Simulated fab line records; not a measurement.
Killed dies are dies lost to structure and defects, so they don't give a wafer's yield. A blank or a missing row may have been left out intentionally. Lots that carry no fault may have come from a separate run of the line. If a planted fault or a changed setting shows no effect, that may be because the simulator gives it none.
fab line records    flow gf180mcu
[record] lots = 6  wafers = 18  last_day = 34
route steps=602 shown V5@558 TOP_METAL@567
lots that met no fault: taken from a fault-free run of the same line
start_h: start of the lot's first displayed wafer, in hours after the record's first day    wait_h: hours since the lot's step before    " same as the row above    L1.1+2: a single row standing in for several wafers    - value missing, or start not given    * or withheld: withheld    < > ~ a bound
route shown NAME@n: names a module that has steps shown in the file, with the first one's number in the route    usual: mean/standard deviation of fault-free wafers    same: alike in all rows    chamber/n: place in a boat    sites: per-site readings    _std_site: how widely they spread, as a standard deviation    _edge_site: mean of outer sites minus mean of inner sites    radius_mm: for every site, how far away it sits from the centre of the wafer    mask NAME#n: copy n    behind: the tool/chamber that last shaped the wafer    hold: reason for holding the lot/hours on hold/outcome of the hold    device: which transistor (n, p or np) failed to switch    end of line: at the end of the route, the tests of the same wafers    where a step has no rows: the recipe by itself    killed: dies lost to structure and defects at the first sort, not the wafer's yield    map: a wafer's dies, marking killed ones x, the rest . and places with no die _
set.NAME: the run value of the setting; set.NAME@STEP: its run value at that earlier step    model.NAME: the simulator's own value behind a step, which no gauge read
lots at some steps of the route; a table a step, a row a wafer
services: from which hour (start_h, from the record's first day; less than 0 if before it) a tool's chamber was out of use, for how many hours, and why
[[steps]]
[step GF_V5_STRIP_18]
[recipe] chemistry = O2/N2  power_w = 1400  pressure_mtorr = 1500  platen_temp_c = 250  o2_flow_sccm = 3000  n2_flow_sccm = 300  overash_fraction = 0.5
[step GF_V5_STRIP_19]
[recipe] chemistry = post_etch_residue_remover  time_s = 1200  temp_c = 72.5
[step GF_V5_CLEAN_20]
[recipe] chemistry = DIW  dry = n2_spin
[step GF_V5_SPUTTER_21]
[recipe] material = Ti  target_thk_nm = 15  chamber_pressure_pa = 5  power_w = 2500  substrate_temp_c = 200  time_s = 80.02
[step GF_V5_SPUTTER_22]
[recipe] material = TiN  target_thk_nm = 10  chamber_pressure_pa = 5  power_w = 4000  time_s = 40
[usual] throttle_valve_pct = 29.8/0.98
lot.wafer  tool            chamber  start_h  wait_h  throttle_valve_pct
L496.1     pvd_sputter-04  -        624.41   0.0     31.5
L496.3     "               -        "        "       28.9
L496.4     "               -        "        "       29.8
L501.2     pvd_sputter-02  -        667.56   0.0     28.6
L501.4     "               -        "        "       30.0
L501.6     "               -        "        "       29.9
L511.2     pvd_sputter-04  -        740.23   0.0     29.2
L511.3     "               -        "        "       28.6
L511.4     "               -        "        "       29.8
L512.2     pvd_sputter-03  -        740.91   0.0     28.5
L512.3     "               -        "        "       30.4
L512.5     "               -        "        "       31.0
L516.1     pvd_sputter-04  -        770.12   0.0     29.3
L516.3     "               -        "        "       29.3
L516.5     "               -        "        "       29.8
L519.1     pvd_sputter-02  -        783.21   0.0     29.9
L519.4     "               -        "        "       28.4
L519.5     "               -        "        "       29.9
[step GF_V5_CVD_23]
[recipe] material = W  target_thk_nm = 350  time_s = 104.9  temp_c = 400  pressure_torr = 40
[step GF_V5_RS_MEAS_24]
[recipe] thk_meas_gauge = four-point-probe  reads = W_of_V5_CVD_23+TiN_of_V5_SPUTTER_22+Ti_of_V5_SPUTTER_21
[usual] V5_W_RS = 0.327/0.0062
lot.wafer  tool           chamber  start_h  wait_h  V5_W_RS[ohm/sq]
L496.1     film_metro-01  -        624.56   0.1     0.314
L496.3     "              -        "        "       0.329
L496.4     "              -        "        "       0.316
L501.2     film_metro-03  -        667.73   0.1     0.330
L501.4     "              -        "        "       0.315
L501.6     "              -        "        "       0.332
L511.2     film_metro-02  -        740.40   0.1     0.332
L511.3     "              -        "        "       0.333
L511.4     "              -        "        "       0.330
L512.2     film_metro-03  -        741.08   0.1     0.330
L512.3     "              -        "        "       0.335
L512.5     "              -        "        "       0.336
L516.1     film_metro-01  -        770.38   0.2     0.328
L516.3     "              -        "        "       0.331
L516.5     "              -        "        "       0.333
L519.1     film_metro-01  -        783.36   0.1     0.329
L519.4     "              -        "        "       0.324
L519.5     "              -        "        "       0.325
[step GF_V5_THK_MEAS_25]
[recipe] thk_meas_gauge = xrf  reads = W_of_V5_CVD_23
[usual] V5_W_THK = 355/7.6
lot.wafer  tool           chamber  start_h  wait_h  V5_W_THK[nm]
L496.1     film_metro-01  -        624.68   0.1     366
L496.3     "              -        "        "       347
L496.4     "              -        "        "       364
L501.2     film_metro-03  -        667.84   0.1     355
L501.4     "              -        "        "       373
L501.6     "              -        "        "       354
L511.2     film_metro-02  -        740.51   0.1     353
L511.3     "              -        "        "       353
L511.4     "              -        "        "       356
L512.2     film_metro-03  -        741.19   0.1     352
L512.3     "              -        "        "       347
L512.5     "              -        "        "       345
L516.1     film_metro-01  -        770.50   0.1     354
L516.3     "              -        "        "       352
L516.5     "              -        "        "       347
L519.1     film_metro-01  -        783.48   0.1     351
L519.4     "              -        "        "       359
L519.5     "              -        "        "       355
[step GF_V5_CMP_26]
[recipe] stop_on = SiO2  down_force_psi = 3.5  platen_rpm = 60  t_overpolish_s = 15  target_thk_nm = 0  pad_velocity_m_s = 0.94248
[usual] motor_current_A = 10.7/1.3  overpolish_run_s = 14.999/0.0099  time_to_endpoint_s = 85/3.1
lot.wafer  tool    chamber  start_h  wait_h  motor_current_A  overpolish_run_s  time_to_endpoint_s
L496.3     cmp-02  1        624.74   0.0     8.5              15.009            83
L496.4     "       2        "        "       10.2             14.992            89
L496.1     "       0        "        "       11.7             15.005            86
L501.4     cmp-01  1        667.94   0.1     10.8             14.986            91
L501.2     "       2        "        "       10.9             15.006            88
L501.6     "       0        "        "       9.8              14.984            89
L511.3     cmp-02  0        740.56   0.0     11.8             14.985            83
L511.2     "       2        "        "       10.3             14.999            82
L511.4     "       3        "        "       10.7             14.998            89
L512.3     cmp-02  1        741.29   0.1     8.6              14.989            84
L512.2     "       2        "        "       10.4             15.014            86
L512.5     "       0        "        "       11.2             14.998            85
L516.1     cmp-02  3        770.56   0.1     10.5             15.011            88
L516.3     "       0        "        "       12.2             14.992            84
L516.5     "       0        "        "       11.6             14.982            84
L519.4     cmp-01  2        783.54   0.0     11.1             14.989            88
L519.1     "       1        "        "       11.1             14.990            86
L519.5     "       3        "        "       13.1             15.013            92
[step GF_TOP_METAL_SPUTTER_00]
[recipe] material = Ti  target_thk_nm = 37.5  arriving_ion_energy_ev = 80  substrate_temp_c = 200  chamber_pressure_pa = 2  power_w = 4000  time_s = 150
[step GF_TOP_METAL_SPUTTER_01]
[recipe] material = TiN  target_thk_nm = 30  power_w = 6500  time_s = 25  chamber_pressure_pa = 0.4
[usual] throttle_valve_pct = 29.9/0.96
lot.wafer  tool            chamber  start_h  wait_h  throttle_valve_pct
L496.1     pvd_sputter-01  -        625.14   0.1     28.7
L496.3     "               -        "        "       31.5
L496.4     "               -        "        "       28.6
L501.2     pvd_sputter-04  -        668.29   0.1     29.0
L501.4     "               -        "        "       31.4
L501.6     "               -        "        "       29.7
L511.2     pvd_sputter-01  -        740.96   0.1     29.9
L511.3     "               -        "        "       30.1
L511.4     "               -        "        "       31.5
L512.2     pvd_sputter-01  -        741.64   0.1     29.9
L512.3     "               -        "        "       28.7
L512.5     "               -        "        "       29.8
L516.1     pvd_sputter-03  -        770.96   0.1     30.8
L516.3     "               -        "        "       28.8
L516.5     "               -        "        "       30.5
L519.1     pvd_sputter-04  -        783.94   0.1     31.3
L519.4     "               -        "        "       29.6
L519.5     "               -        "        "       31.5
[step GF_TOP_METAL_SPUTTER_02]
[recipe] material = AlCu  target_thk_nm = 900  power_w = 10600  chamber_pressure_pa = 0.3  substrate_temp_c = 250  gas = Ar  time_s = 47.82
[usual] throttle_valve_pct = 29.9/0.96
lot.wafer  tool            chamber  start_h  wait_h  throttle_valve_pct
L496.1     pvd_sputter-01  -        625.17   0.0     28.7
L496.3     "               -        "        "       31.4
L496.4     "               -        "        "       28.9
L501.2     pvd_sputter-04  -        668.32   0.0     29.4
L501.4     "               -        "        "       31.4
L501.6     "               -        "        "       29.6
L511.2     pvd_sputter-01  -        740.99   0.0     30.1
L511.3     "               -        "        "       30.0
L511.4     "               -        "        "       31.5
L512.2     pvd_sputter-01  -        741.67   0.0     30.1
L512.3     "               -        "        "       28.4
L512.5     "               -        "        "       30.1
L516.1     pvd_sputter-03  -        770.99   0.0     30.7
L516.3     "               -        "        "       28.9
L516.5     "               -        "        "       30.8
L519.1     pvd_sputter-04  -        783.97   0.0     31.3
L519.4     "               -        "        "       29.6
L519.5     "               -        "        "       31.3
[step GF_TOP_METAL_SPUTTER_03]
[recipe] material = Ti  target_thk_nm = 5  substrate_temp_c = 300  chamber_pressure_pa = 0.3  power_w = 3000  time_s = 3.3
[usual] throttle_valve_pct = 29.9/0.95
lot.wafer  tool            chamber  start_h  wait_h  throttle_valve_pct  model.Ti_of_TOP_METAL_SPUTTER_03.thk_nm
L496.1     pvd_sputter-01  -        625.21   0.0     28.5                4.828
L496.3     "               -        "        "       31.0                4.73
L496.4     "               -        "        "       28.6                4.85
L501.2     pvd_sputter-04  -        668.37   0.0     28.9                4.937
L501.4     "               -        "        "       31.2                4.9
L501.6     "               -        "        "       29.8                4.933
L511.2     pvd_sputter-01  -        741.03   0.0     30.2                7.692
L511.3     "               -        "        "       30.0                4.94
L511.4     "               -        "        "       31.6                7.741
L512.2     pvd_sputter-01  -        741.72   0.0     29.9                7.703
L512.3     "               -        "        "       28.5                5.033
L512.5     "               -        "        "       30.0                5.002
L516.1     pvd_sputter-03  -        771.04   0.0     30.7                5.037
L516.3     "               -        "        "       28.8                5.085
L516.5     "               -        "        "       30.4                4.993
L519.1     pvd_sputter-04  -        784.02   0.0     31.7                4.885
L519.4     "               -        "        "       29.6                4.917
L519.5     "               -        "        "       31.1                4.876
[step GF_TOP_METAL_SPUTTER_04]
[recipe] material = TiN  target_thk_nm = 25  power_w = 6500  time_s = 20.8  chamber_pressure_pa = 0.4
[usual] throttle_valve_pct = 29.9/0.95
lot.wafer  tool            chamber  start_h  wait_h  throttle_valve_pct
L496.1     pvd_sputter-01  -        625.23   0.0     28.4
L496.3     "               -        "        "       31.6
L496.4     "               -        "        "       28.5
L501.2     pvd_sputter-04  -        668.39   0.0     29.3
L501.4     "               -        "        "       31.5
L501.6     "               -        "        "       29.9
L511.2     pvd_sputter-01  -        741.05   0.0     30.1
L511.3     "               -        "        "       29.9
L511.4     "               -        "        "       31.4
L512.2     pvd_sputter-01  -        741.73   0.0     30.0
L512.3     "               -        "        "       28.9
L512.5     "               -        "        "       30.0
L516.1     pvd_sputter-03  -        771.06   0.0     30.6
L516.3     "               -        "        "       29.0
L516.5     "               -        "        "       30.8
L519.1     pvd_sputter-04  -        784.03   0.0     31.2
L519.4     "               -        "        "       29.6
L519.5     "               -        "        "       31.2
[[services]]
tool            chamber  start_h  hours  kind
pvd_sputter-01  -        603.62   1.2    repair
pvd_sputter-01  3        609.02   -      consumable_replace:kit
pvd_sputter-01  3        609.02   18.0   scheduled_down
pvd_sputter-01  3        609.02   18.0   vent_cycle
cmp-02          -        620.96   1.1    repair
cmp-01          -        635.94   0.5    repair
pvd_sputter-04  -        652.13   1.0    repair
cmp-02          -        655.86   0.8    repair
pvd_sputter-03  1        675.29   -      consumable_replace:kit
pvd_sputter-03  1        675.29   18.0   scheduled_down
pvd_sputter-03  1        675.29   18.0   vent_cycle
cmp-02          -        703.92   2.7    repair
cmp-02          -        708.10   0.4    repair
pvd_sputter-04  3        714.43   -      consumable_replace:kit
pvd_sputter-04  3        714.43   18.0   scheduled_down
pvd_sputter-04  3        714.43   18.0   vent_cycle
cmp-01          -        717.97   0.5    repair
cmp-01          -        744.32   4.0    pm
pvd_sputter-01  -        757.80   4.0    repair
pvd_sputter-01  2        771.43   -      consumable_replace:kit
pvd_sputter-01  2        771.43   18.0   scheduled_down
pvd_sputter-01  2        771.43   18.0   vent_cycle
pvd_sputter-03  -        773.80   0.5    repair
cmp-01          -        777.19   5.5    repair
[[key]]
first_sign none at tools or gauges
[model_effect] step = GF_TOP_METAL_SPUTTER_03  value = Ti_of_TOP_METAL_SPUTTER_03.thk_nm  without = 4.981  struck = 7.712
met_at GF_TOP_METAL_SPUTTER_03
struck_wafers L511.2,L511.4,L512.2
onset_between 625.21 741.03
[fault] kind = process_parameter_drift  tool = pvd_sputter-01  chamber = -  onset_h = 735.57  steps = GF_TOP_METAL_SPUTTER_03  channel = target_thk_nm  offset = 2.731  shape = step  end_h = 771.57  scope = struck_wafers_only  acts_in = these_recipes_only  stated = 5
